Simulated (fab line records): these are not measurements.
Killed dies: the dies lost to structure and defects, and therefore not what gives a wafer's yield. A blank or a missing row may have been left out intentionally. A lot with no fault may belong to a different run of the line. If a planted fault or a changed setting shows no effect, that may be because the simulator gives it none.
A lot that was struck, set against a sound lot / flow sky130 / 43 steps out of a route of 708
Sound: the wafers L277.2, L277.3, L277.4. Struck: wafers L283.1, L283.2, L283.6. At the end, the cause is stated.
Order at every step that has rows: each side's tool, ch and its chambers, its first start. Under that, the readings that differ: sound wafers / struck wafers / difference of the means / sigmas: that difference in standard deviations of wafers without a fault.
alike: readings whose means differ by less than 2 such deviations, and words and numbers that are the same on both sides. not compared: withheld readings, readings that some wafer has no value for, bounds like >300 that may hide the same value, and numbers for which the record gives no deviation and whose values overlap.
Wherever a step has rows on one side only, a row that says differs or no value, or a row with sigmas, the two part there. When numbers do not overlap yet have no deviation, they are printed without sigmas and do not part them. A reading that every wafer of one side lacks parts them only if that side has two wafers or more.

first, 8 steps without rows for these wafers: SKY_DNWELL_DEHYDRATE_00 (time 60 s); SKY_DNWELL_HMDS_01 (prime time 60 s); SKY_DNWELL_COAT_02 (resist thk 3000 nm); SKY_DNWELL_SOFTBAKE_03; SKY_DNWELL_EXPOSE_04 (exposes mask DNM, target cd 3000 nm); SKY_DNWELL_PEB_05; SKY_DNWELL_DEVELOP_06 (develop time 60 s); SKY_DNWELL_IMPLANT_07.
SKY_DNWELL_STRIP_08: strips in O2/N2.
  sound on plasma asher-02 ch 0,1, day 4 02:22; struck on plasma asher-04 ch 0,1, day 5 10:25
  alike: drypump motor current A, oes product au, strip time to endpoint s
  not compared: rf hours counter h
SKY_DNWELL_TW_MEAS_09:
  sound on film metro-01 at day 4 02:28; struck on film metro-01 at day 5 10:31
  alike: DNWELL_TW
then, 2 steps without rows for these wafers: SKY_PWDE_DEHYDRATE_00 (time 60 s); SKY_PWDE_HMDS_01 (prime time 60 s).
SKY_PWDE_COAT_02: resist thk 3000 nm.
  struck on litho track-02, day 5 18:35; sound on litho track-04 ch 0, day 4 10:23
  no value came back on the struck wafers for chill plate temp C (C), dispense pressure kPa (kPa); on the sound wafers chill plate temp C (C) reads 23.05 22.95 23.17
then, 4 steps without rows for these wafers: SKY_PWDE_SOFTBAKE_03; SKY_PWDE_EXPOSE_04 (exposes mask PWDEM, target cd 840 nm); SKY_PWDE_PEB_05; SKY_PWDE_DEVELOP_06 (develop time 60 s).
SKY_PWDE_OVL_MEAS_07:
  sound on overlay-02 at day 4 18:50; struck on overlay-02 at day 6 04:01
reading=PWDE_OVL (nm); sound=-0.2 1.0 -1.4; struck=- - -; difference=no value on the struck wafers; sigmas=
after that, 1 step had no rows for these wafers: SKY_PWDE_IMPLANT_08.
SKY_PWDE_STRIP_09: strips in O2/N2.
  sound on plasma asher-01 ch 0,1, day 4 19:01; struck on plasma asher-02 ch 0,1, day 6 04:12
  no value came back on the struck wafers for oes product au (a.u.), strip time to endpoint s (s); on the sound wafers oes product au (a.u.) reads 0.716 0.725 0.721
  alike: drypump motor current A
  not compared: rf hours counter h
SKY_PWDE_TW_MEAS_10:
  sound on film metro-02 at day 4 19:08; struck on film metro-01 at day 6 04:18
  alike: PWDE_TW
then, 7 steps without rows for these wafers: SKY_NWELL_DEHYDRATE_03 (time 60 s); SKY_NWELL_HMDS_04 (prime time 60 s); SKY_NWELL_COAT_05 (resist thk 3000 nm); SKY_NWELL_SOFTBAKE_06; SKY_NWELL_EXPOSE_07 (exposes mask NWM, target cd 840 nm); SKY_NWELL_PEB_08; SKY_NWELL_DEVELOP_09 (develop time 60 s).
SKY_NWELL_OVL_MEAS_10:
  sound on overlay-02 at day 5 12:46; struck on overlay-01 at day 6 23:05
  alike: NWELL_00_OVL
then, 3 steps without rows for these wafers: SKY_NWELL_IMPLANT_11; SKY_NWELL_IMPLANT_12; SKY_NWELL_IMPLANT_13.
SKY_NWELL_STRIP_14: strips in O2/N2.
  sound on plasma asher-03 ch 0,1, day 5 13:14; struck on plasma asher-01 ch 0,1, day 6 23:34
  alike: drypump motor current A, oes product au, strip time to endpoint s
  not compared: rf hours counter h
SKY_NWELL_TW_MEAS_15:
  sound on film metro-02 at day 5 13:21; struck on film metro-01 at day 6 23:40
reading=NWELL_TW; sound=1804 1814 1821; struck=1835 1838 1838; difference=+24; sigmas=+3
then, 7 steps without rows for these wafers: SKY_NWELL_DEHYDRATE_16 (time 60 s); SKY_NWELL_HMDS_17 (prime time 60 s); SKY_NWELL_COAT_18 (resist thk 3000 nm); SKY_NWELL_SOFTBAKE_19; SKY_NWELL_EXPOSE_20 (exposes mask NWM COMPLEMENT, target cd 840 nm); SKY_NWELL_PEB_21; SKY_NWELL_DEVELOP_22 (develop time 60 s).
SKY_NWELL_OVL_MEAS_23:
  sound on overlay-02 at day 6 07:34; struck on overlay-01 at day 7 19:34
  alike: NWELL_01_OVL
SKY_NWELL_TW_MEAS_26:
  sound on film metro-04 at day 6 07:51; struck on film metro-04 at day 7 19:50
reading=NWELL_2_TW; sound=500.9 501.2 500.3; struck=555.6 556.6 552.5; difference=+54.1; sigmas=+20

WHERE THEY PART
Last at SKY_NWELL_TW_MEAS_26 as far as this record goes, first at SKY_PWDE_COAT_02.

WHY: whatever the simulator had introduced
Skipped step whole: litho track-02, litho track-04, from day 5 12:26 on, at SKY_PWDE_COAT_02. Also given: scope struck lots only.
